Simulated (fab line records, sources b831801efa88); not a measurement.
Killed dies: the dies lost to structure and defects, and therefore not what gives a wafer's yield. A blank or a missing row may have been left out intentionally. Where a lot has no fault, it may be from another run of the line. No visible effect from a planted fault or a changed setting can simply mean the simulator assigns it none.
Which tool is to blame? ; flow sky130 ; Sampling: 11 lots, 33 wafers, 4 of 708 route steps

## WHAT EACH GAUGE READ, for each wafer
SKY_VIA3_OVL_MEAS_13.
lot;measured;on;VIA3_OVL (nm)
L524;day 40 17:19;overlay-02;2 6 2
L525;day 41 03:23;overlay-02;6 -1 8
L526;day 41 04:13;overlay-02;-8 -13 -3
L534;day 43 11:52;overlay-02;0 5 10
L535;day 43 20:23;overlay-02;-2 10 11
L538;day 45 04:57;overlay-02;7 6 9
L539;day 45 09:21;overlay-02;2 -2 -1
L541;day 45 21:12;overlay-01;13 11 6
L540;day 45 22:10;overlay-02;-5 -9 -4
L542;day 45 23:10;overlay-01;-11 -11 -5
L543;day 47 04:53;overlay-01;1 -1 1

## EACH LOT AND THE TOOL THAT RAN IT (in order: tool; ch and the chambers of the sampled wafers; start)
lot;SKY_VIA2_STRIP_16;SKY_VIA2_SPUTTER_20;SKY_VIA3_HDPCVD_00
L524;plasma asher-03 ch 0,1, day 37 10:01;pvd sputter-03, day 37 10:39;hdpcvd-02 ch 0,1,2, day 39 15:56
L525;plasma asher-04 ch 1, day 37 20:21;pvd sputter-04, day 37 20:59;hdpcvd-02 ch 0,2, day 40 01:56
L526;plasma asher-03 ch 0,1, day 37 21:35;pvd sputter-01, day 37 22:10;hdpcvd-01 ch 0,1,2, day 40 02:59
L534;plasma asher-01 ch 0,1, day 40 08:33;pvd sputter-04, day 40 09:10;hdpcvd-02 ch 0,2, day 42 12:02
L535;plasma asher-03 ch 0,1, day 40 18:25;pvd sputter-03, day 40 19:00;hdpcvd-02 ch 0,1, day 42 21:20
L538;plasma asher-04 ch 0,1, day 42 06:41;pvd sputter-01, day 42 07:15;hdpcvd-01 ch 0,1,2, day 44 06:34
L539;plasma asher-01 ch 0,1, day 42 11:02;pvd sputter-03, day 42 11:36;hdpcvd-01 ch 0,1, day 44 11:26
L541;plasma asher-04 ch 0,1, day 42 23:56;pvd sputter-03, day 43 00:31;hdpcvd-02 ch 0,1, day 44 23:46
L540;plasma asher-03 ch 0,1, day 43 00:40;pvd sputter-04, day 43 01:15;hdpcvd-01 ch 0,2, day 45 00:20
L542;plasma asher-04 ch 0,1, day 43 01:22;pvd sputter-01, day 43 01:57;hdpcvd-02 ch 0,2, day 45 01:53
L543;plasma asher-04 ch 0,1, day 44 11:15;pvd sputter-03, day 44 11:51;hdpcvd-01 ch 0,1,2, day 46 07:49
- SKY_VIA2_STRIP_16: strips in O2/N2.
- SKY_VIA2_SPUTTER_20: material TiN, target thk 20 nm, time 80 s.
- SKY_VIA3_HDPCVD_00: deposits SiO2, target thk 1635 nm, time 272.5 s.

## THE ANSWER, worked out from the rows above alone
Rule: usual is defined by the lots themselves. Put in order of their means at a reading, lots are off if they are a third of the lots or fewer, leave a main group of 4 or more, and stand apart from it by a gap of 3 or more times the standard deviation of the main group's means; of several such gaps the widest counts. A main group is skipped when, at the precision printed for the reading in the tables above, its means are all equal. A lot without any number at a reading at which 4 lots or more have one is off too. Any other lot the step has rows for is counted as sound.
No lot is off on any of the readings shown, so nothing can be concluded from this.

## WHAT THE SIMULATOR HAD INSERTED
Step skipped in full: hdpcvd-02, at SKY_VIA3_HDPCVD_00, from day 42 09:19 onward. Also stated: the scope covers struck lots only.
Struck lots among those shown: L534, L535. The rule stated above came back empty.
